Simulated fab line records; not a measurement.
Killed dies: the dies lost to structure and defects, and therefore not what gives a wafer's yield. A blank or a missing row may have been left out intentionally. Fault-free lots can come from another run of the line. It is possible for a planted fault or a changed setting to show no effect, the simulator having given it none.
fab line records ; flow sky130
[record] lots = 5; wafers = 15; last_day = 50
route steps=708 shown METAL2@503 VIA2@507 PAD_OPEN@708
lots that met no fault: taken from a fault-free run of the same line
start_h: hours from the record's opening day to when the first of the lot's shown wafers began ; wait_h: hours from the lot's prior step to this one ; " unchanged from the row above ; L1.1+2: several wafers, shown together as one row ; - no value present, or no start provided ; * or withheld: withheld ; < > ~ a bound
route shown NAME@n: names a module that has steps shown in the file, with the first one's number in the route ; usual: average and standard deviation across the fault-free wafers ; same: alike in all rows ; chamber/n: place in a boat ; sites: each site's reading ; _std_site: standard deviation of those values ; _edge_site: inner sites' mean taken away from outer sites' mean ; radius_mm: for every site, how far away it sits from the centre of the wafer ; mask NAME#n: copy n ; behind: the most recent tool/chamber to have shaped the wafer ; hold: the reason the lot was held/the length of the hold in hours/how it ended ; device: the transistor (n, p or np) that didn't switch ; end of line: at the end of the route, the tests of the same wafers ; step lacking rows: just its recipe ; killed: dies lost to structure and defects at the first sort, not the wafer's yield ; map: the dies of a wafer, with x for killed, . for not killed, _ for no die there
set.NAME: the run value of the setting; set.NAME@STEP: its run value at that earlier step ; model.NAME: the simulator's own value behind a step, which no gauge read
lots at some steps of the route; a table a step, a row a wafer
services: when a tool's chamber went out of use (start_h, in hours from the record's first day, below 0 if earlier), for how many hours, and the reason
[[steps]]
[step SKY_METAL2_STRIP_20]
[recipe] chemistry = O2/N2; power_w = 1400; pressure_mtorr = 1500; platen_temp_c = withheld; o2_flow_sccm = 3000; n2_flow_sccm = 300; overash_fraction = 0.5
[usual] drypump_motor_current_A = 5.8/0.5; oes_product_au = 0.342/0.0048; strip_time_to_endpoint_s = 2.68/0.035
lot.wafer;tool;chamber;start_h;wait_h;drypump_motor_current_A;oes_product_au;rf_hours_counter_h;strip_time_to_endpoint_s
L369.2;plasma_asher-04;0;877.68;0.1;6.5;0.344;12;2.65
L369.3;plasma_asher-04;1;877.68;0.1;6.3;0.351;-;2.71
L369.6;plasma_asher-04;0;877.68;0.1;6.5;0.340;-;2.67
L376.1;plasma_asher-04;1;932.21;0.1;6.4;0.337;17;2.63
L376.4;plasma_asher-04;1;932.21;0.1;6.3;0.345;-;2.64
L376.6;plasma_asher-04;0;932.21;0.1;6.5;0.342;-;2.67
L382.1;plasma_asher-02;1;968.62;0.1;5.9;0.340;52;2.71
L382.4;plasma_asher-02;0;968.62;0.1;5.5;0.337;-;2.67
L382.6;plasma_asher-02;1;968.62;0.1;5.9;0.341;-;2.68
L385.1;plasma_asher-04;0;986.12;0.1;6.5;0.347;21;2.68
L385.3;plasma_asher-04;1;986.12;0.1;6.3;0.350;-;2.71
L385.6;plasma_asher-04;1;986.12;0.1;6.3;0.332;-;2.68
L387.3;plasma_asher-01;0;994.40;0.1;5.1;0.346;-;2.73
L387.4;plasma_asher-01;1;994.40;0.1;5.6;0.340;-;2.65
L387.6;plasma_asher-01;1;994.40;0.1;5.6;0.346;-;2.74
[step SKY_METAL2_STRIP_21]
[recipe] chemistry = post_etch_residue_remover; time_s = 1200; temp_c = 72.5
[step SKY_METAL2_CLEAN_22]
[recipe] chemistry = IPA; time_s = 180; temp_c = 25
[step SKY_METAL2_CLEAN_23]
[recipe] chemistry = O3/DIW; dry = n2_spin
[step SKY_VIA2_HDPCVD_00]
[recipe] material = SiO2; target_thk_nm = 1180; sigma_open_frac = 0.3; time_s = 196.7; temp_c = 400; sih4_flow_sccm = 60; pressure_mtorr = 6
[step SKY_VIA2_THK_MEAS_01]
[recipe] reads = SiO2_of_VIA2_HDPCVD_00
[usual] VIA2_HDPCVD_THK = 1176/15
lot.wafer;tool;chamber;start_h;wait_h;VIA2_HDPCVD_THK[nm]
L369.2;film_metro-02;-;878.61;0.1;1171
L369.3;film_metro-02;-;878.61;0.1;1156
L369.6;film_metro-02;-;878.61;0.1;1145
L376.1;film_metro-03;-;933.42;0.1;1174
L376.4;film_metro-03;-;933.42;0.1;1173
L376.6;film_metro-03;-;933.42;0.1;1180
L382.1;film_metro-02;-;969.37;0.1;1209
L382.4;film_metro-02;-;969.37;0.1;1191
L382.6;film_metro-02;-;969.37;0.1;1179
L385.1;film_metro-02;-;986.88;0.1;1168
L385.3;film_metro-02;-;986.88;0.1;1210
L385.6;film_metro-02;-;986.88;0.1;1165
L387.3;film_metro-03;-;995.10;0.1;1159
L387.4;film_metro-03;-;995.10;0.1;1161
L387.6;film_metro-03;-;995.10;0.1;1173
[step SKY_VIA2_CMP_02]
[recipe] material = SiO2; down_force_psi = 4; platen_rpm = 60; pad_velocity_m_s = 0.94248
[usual] motor_current_A = 11.5/0.78
lot.wafer;tool;chamber;start_h;wait_h;motor_current_A
L369.3;cmp-02;3;878.76;0.1;11.3
L369.2;cmp-02;0;878.76;0.1;10.6
L369.6;cmp-02;2;878.76;0.1;10.7
L376.4;cmp-01;3;933.53;0.1;12.8
L376.1;cmp-01;0;933.53;0.1;11.8
L376.6;cmp-01;2;933.53;0.1;11.4
L382.4;cmp-01;0;969.74;0.3;11.9
L382.1;cmp-01;1;969.74;0.3;11.3
L382.6;cmp-01;0;969.74;0.3;11.6
L385.1;cmp-02;2;986.94;0.1;11.2
L385.3;cmp-02;3;986.94;0.1;11.7
L385.6;cmp-02;3;986.94;0.1;11.2
L387.3;cmp-01;0;995.14;0.0;11.9
L387.4;cmp-01;1;995.14;0.0;11.6
L387.6;cmp-01;0;995.14;0.0;11.7
[step SKY_VIA2_BOW_MEAS_03]
[recipe] mode = bow
[usual] VIA2_BOW = 86/7.2
lot.wafer;tool;chamber;start_h;wait_h;VIA2_BOW[um]
L369.2;film_metro-04;-;878.98;0.1;93
L369.3;film_metro-04;-;878.98;0.1;77
L369.6;film_metro-04;-;878.98;0.1;87
L376.1;film_metro-04;-;933.78;0.1;95
L376.4;film_metro-04;-;933.78;0.1;92
L376.6;film_metro-04;-;933.78;0.1;94
L382.1;film_metro-04;-;969.99;0.1;83
L382.4;film_metro-04;-;969.99;0.1;85
L382.6;film_metro-04;-;969.99;0.1;77
L385.1;film_metro-03;-;987.24;0.2;81
L385.3;film_metro-03;-;987.24;0.2;90
L385.6;film_metro-03;-;987.24;0.2;84
L387.3;film_metro-04;-;995.48;0.3;93
L387.4;film_metro-04;-;995.48;0.3;86
L387.6;film_metro-04;-;995.48;0.3;92
[step SKY_VIA2_DEHYDRATE_04]
[recipe] temp_c = 200; time_s = 60
[step SKY_VIA2_HMDS_05]
[recipe] prime_time_s = 60; prime_temp_c = 120
[step SKY_VIA2_COAT_06]
[recipe] resist = BARC; temp_c = withheld; time_s = withheld; spin_rpm = 3000; resist_thk_nm = 60
[step SKY_VIA2_COAT_07]
[recipe] resist = KrF-thick; spin_rpm = 3000; resist_thk_nm = 450
[step SKY_VIA2_SOFTBAKE_08]
[recipe] temp_c = 100; time_s = 90; resist = KrF-thick
[usual] heater_power_total_W = 57.36/0.12; run_length_s = 119.36/0.2
lot.wafer;tool;chamber;start_h;wait_h;heater_power_total_W;run_length_s
L369.2;litho_track-04;0;892;-;57.40;119.48
L369.3;litho_track-04;0;892;-;57.26;119.62
L369.6;litho_track-04;0;892;-;57.23;119.52
L376.1;litho_track-01;0;947;-;57.35;119.23
L376.4;litho_track-01;0;947;-;57.26;118.95
L376.6;litho_track-01;0;947;-;57.27;119.02
L382.1;litho_track-04;0;981;-;60.16;106.82
L382.4;litho_track-04;0;982;-;60.23;107.16
L382.6;litho_track-04;0;982;-;57.22;119.41
L385.1;litho_track-01;0;998;-;57.29;119.03
L385.3;litho_track-01;0;998;-;57.51;119.30
L385.6;litho_track-01;0;998;-;57.49;119.28
L387.3;litho_track-01;0;1006;-;57.19;119.10
L387.4;litho_track-01;0;1006;-;57.32;119.08
L387.6;litho_track-01;0;1006;-;57.42;119.10
[step SKY_VIA2_EXPOSE_09]
[recipe] mask_id = VIM2; na = 0.8; source_shape = annular; sigma_inner = 0.55; sigma_outer = 0.85; target_cd_nm = 200; dose_mj = 38
[step SKY_PAD_OPEN_PROBE_99]
[usual] defect_limited_yield = 82.1/2; killed_at_M0_to_M3 = 43/6.4; killed_at_M4_up = 3.2/1.8; killed_at_contacts = 25/5.5; killed_at_front_end = 16/5.2; killed_at_other = 0.3/0.49; killed_dies = 88/10; killed_open = 48/7; killed_short = 40/7.1; sort_bin_3_pad_short = 0.9/0.42; sort_bin_5_function = 10.5/1.6; sort_bin_6_memory = 6.5/1.2; sort_n_pass = 404/10; sort_yield_pct = 82.1/2
[same] gross_dies = 492; killed_at_back_side = 0; sort_bin_4_leakage[%] = 0; sort_bin_8_speed[%] = 0
lot.wafer;tool;chamber;start_h;wait_h;defect_limited_yield[%];killed_at_M0_to_M3;killed_at_M4_up;killed_at_contacts;killed_at_front_end;killed_at_other;killed_dies;killed_open;killed_short;sort_bin_3_pad_short[%];sort_bin_5_function[%];sort_bin_6_memory[%];sort_n_pass;sort_yield_pct[%]
L369.2;prober-01;-;1119.45;0.1;81.9;50;3;21;14;1;89;52;37;1.2;10.6;6.3;403;81.9
L369.3;prober-01;-;1119.50;0.2;83.3;39;3;20;20;0;82;51;31;0.4;10.2;6.1;410;83.3
L369.6;prober-01;-;1119.65;0.2;79.1;53;4;30;15;1;103;54;49;1.4;13.6;5.9;389;79.1
L376.1;prober-02;-;1161.90;0.1;85.6;44;0;19;7;1;71;39;32;0.8;8.3;5.3;421;85.6
L376.4;prober-02;-;1162.05;0.2;82.3;42;2;29;13;1;87;57;30;0.4;10.8;6.5;405;82.3
L376.6;prober-02;-;1162.15;0.2;82.3;39;2;20;26;0;87;45;42;0;11.8;5.9;405;82.3
L382.1;prober-01;-;1188.35;0.1;81.1;38;2;28;25;0;93;40;53;0.4;12.4;6.1;399;81.1
L382.4;prober-01;-;1188.50;0.2;81.9;39;5;34;11;0;89;50;39;0;10.4;7.7;403;81.9
L382.6;prober-01;-;1188.60;0.2;81.9;43;6;24;16;0;89;50;39;0.8;10.4;6.9;403;81.9
L385.1;prober-02;-;1199.16;0.1;84.8;34;3;15;23;0;75;34;41;1.0;9.8;4.5;417;84.8
L385.3;prober-02;-;1199.26;0.2;82.9;45;5;19;15;0;84;51;33;1.2;9.8;6.1;408;82.9
L385.6;prober-02;-;1199.41;0.2;84.6;32;2;26;16;0;76;42;34;0.8;9.6;5.1;416;84.6
L387.3;prober-01;-;1207.05;0.2;80.9;51;5;22;16;0;94;57;37;0.4;12.4;6.3;398;80.9
L387.4;prober-01;-;1207.10;0.2;80.9;49;6;20;19;0;94;47;47;0.6;9.8;8.7;398;80.9
L387.6;prober-01;-;1207.20;0.2;84.6;38;3;20;15;0;76;45;31;0.8;9.6;5.1;416;84.6
// killed by level:class
L369.2 VIA1:geometric_particle:open=11 VIA2:geometric_particle:open=9 CONTACT:geometric_particle:open=8 VIA3:geometric_particle:open=6 LI_CONTACT:geometric_particle:open=5 VIA1:geometric_particle:short=5 METAL2:geometric_particle:short=5 FIELD_ISO:geometric_particle:open=4
L369.3 VIA1:geometric_particle:open=11 LI_CONTACT:geometric_particle:open=8 CONTACT:geometric_particle:open=8 FIELD_ISO:geometric_particle:open=6 VIA1:geometric_particle:short=5 METAL2:geometric_particle:short=5 VIA2:geometric_particle:open=5 FIELD_ISO:geometric_particle:short=3
L369.6 VIA1:geometric_particle:open=15 CONTACT:geometric_particle:open=13 METAL2:geometric_particle:short=11 METAL1:geometric_particle:short=10 LI_CONTACT:geometric_particle:open=5 CONTACT:geometric_particle:short=5 LOCAL_INTERCONNECT:geometric_particle:short=4 VIA2:geometric_particle:open=4
L376.1 VIA1:geometric_particle:open=8 VIA2:geometric_particle:open=7 METAL2:geometric_particle:short=5 LI_CONTACT:geometric_particle:open=5 VIA1:geometric_particle:short=5 METAL1:geometric_particle:short=4 CONTACT:geometric_particle:short=4 CONTACT:geometric_particle:open=4
L376.4 CONTACT:geometric_particle:open=15 VIA1:geometric_particle:open=12 METAL1:geometric_particle:short=7 VIA3:geometric_particle:open=5 LI_CONTACT:geometric_particle:open=5 VIA2:geometric_particle:open=5 CONTACT:geometric_particle:short=5 VIA1:geometric_particle:short=4
L376.6 CONTACT:geometric_particle:open=11 POLY_GATE:geometric_particle:short=9 METAL2:geometric_particle:short=8 VIA1:geometric_particle:open=7 VIA2:geometric_particle:open=6 POLY_GATE:geometric_particle:open=5 LI_CONTACT:geometric_particle:open=5 VIA1:geometric_particle:short=5
L382.1 POLY_GATE:geometric_particle:short=9 LI_CONTACT:geometric_particle:open=8 METAL1:geometric_particle:short=8 LI_CONTACT:geometric_particle:short=7 VIA1:geometric_particle:open=7 VIA2:geometric_particle:open=7 POLY_GATE:geometric_particle:open=5 LOCAL_INTERCONNECT:geometric_particle:short=5
L382.4 CONTACT:geometric_particle:open=11 METAL1:geometric_particle:short=8 LI_CONTACT:geometric_particle:open=7 VIA1:geometric_particle:open=6 VIA2:geometric_particle:open=6 VIA3:geometric_particle:open=6 LOCAL_INTERCONNECT:geometric_particle:short=5 CONTACT:geometric_particle:short=5
L382.6 LI_CONTACT:geometric_particle:open=9 VIA1:geometric_particle:open=9 METAL1:geometric_particle:short=8 VIA2:geometric_particle:open=7 POLY_GATE:geometric_particle:open=5 FIELD_ISO:geometric_particle:short=4 FIELD_ISO:geometric_particle:open=4 LI_CONTACT:geometric_particle:short=4
L385.1 FIELD_ISO:geometric_particle:short=8 VIA1:geometric_particle:short=5 CONTACT:geometric_particle:open=5 METAL1:geometric_particle:short=5 METAL2:geometric_particle:short=5 POLY_GATE:geometric_particle:open=4 POLY_GATE:geometric_particle:short=4 VIA3:geometric_particle:open=4
L385.3 VIA1:geometric_particle:open=15 LI_CONTACT:geometric_particle:open=7 VIA3:geometric_particle:open=5 FIELD_ISO:geometric_particle:open=4 POLY_GATE:geometric_particle:short=4 CONTACT:geometric_particle:open=4 METAL4:geometric_particle:short=4 METAL1:geometric_particle:short=4
L385.6 CONTACT:geometric_particle:open=9 LI_CONTACT:geometric_particle:open=7 VIA2:geometric_particle:open=7 LI_CONTACT:geometric_particle:short=6 VIA1:geometric_particle:open=6 FIELD_ISO:geometric_particle:short=5 METAL2:geometric_particle:short=4 FIELD_ISO:geometric_particle:open=3
L387.3 VIA1:geometric_particle:open=18 VIA2:geometric_particle:open=8 LI_CONTACT:geometric_particle:open=7 CONTACT:geometric_particle:short=6 CONTACT:geometric_particle:open=5 VIA1:geometric_particle:short=5 METAL3:geometric_particle:short=5 POLY_GATE:geometric_particle:open=4
L387.4 VIA1:geometric_particle:open=9 VIA3:geometric_particle:open=9 POLY_GATE:geometric_particle:open=7 CONTACT:geometric_particle:short=7 VIA1:geometric_particle:short=6 METAL3:geometric_particle:short=6 POLY_GATE:geometric_particle:short=5 LI_CONTACT:geometric_particle:open=5
L387.6 CONTACT:geometric_particle:open=9 VIA1:geometric_particle:open=7 VIA1:geometric_particle:short=6 POLY_GATE:geometric_particle:open=5 VIA3:geometric_particle:open=5 VIA2:geometric_particle:open=5 CONTACT:geometric_particle:short=4 METAL1:geometric_particle:short=4
[[services]]
tool;chamber;start_h;hours;kind
cmp-01;-;874.61;2.9;repair
cmp-01;-;892.83;0.6;repair
plasma_asher-04;-;895.50;4.2;repair
cmp-01;-;912.00;4.0;pm
cmp-01;-;916.00;-;consumable_replace:conditioner
cmp-01;-;916.00;-;consumable_replace:pad
cmp-02;-;931.49;0.5;repair
cmp-02;-;932.29;4.0;repair
plasma_asher-04;-;949.84;7.5;repair
cmp-02;-;961.50;7.6;pm
cmp-01;-;967.97;1.1;repair
cmp-01;-;982.20;3.0;repair
plasma_asher-02;-;986.59;2.8;pm
cmp-01;-;992.88;0.6;repair
plasma_asher-04;-;994.23;6.3;repair
[[key]]
[first_sign] step = SKY_VIA2_SOFTBAKE_08; reading = run_length_s; direction = down; sigmas = 62; usual = *; struck = *
[effect] step = SKY_VIA2_SOFTBAKE_08; reading = heater_power_total_W; direction = up; sigmas = 23; usual = *; struck = *
met_at SKY_VIA2_SOFTBAKE_08
struck_wafers L382.1,L382.4
onset_between 892 981
[fault] kind = process_parameter_drift; tool = litho_track-04; chamber = -; onset_h = 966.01; steps = SKY_VIA2_SOFTBAKE_08; channel = time_s; offset = *; shape = step; end_h = 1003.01; scope = struck_wafers_only; acts_in = *; stated = *
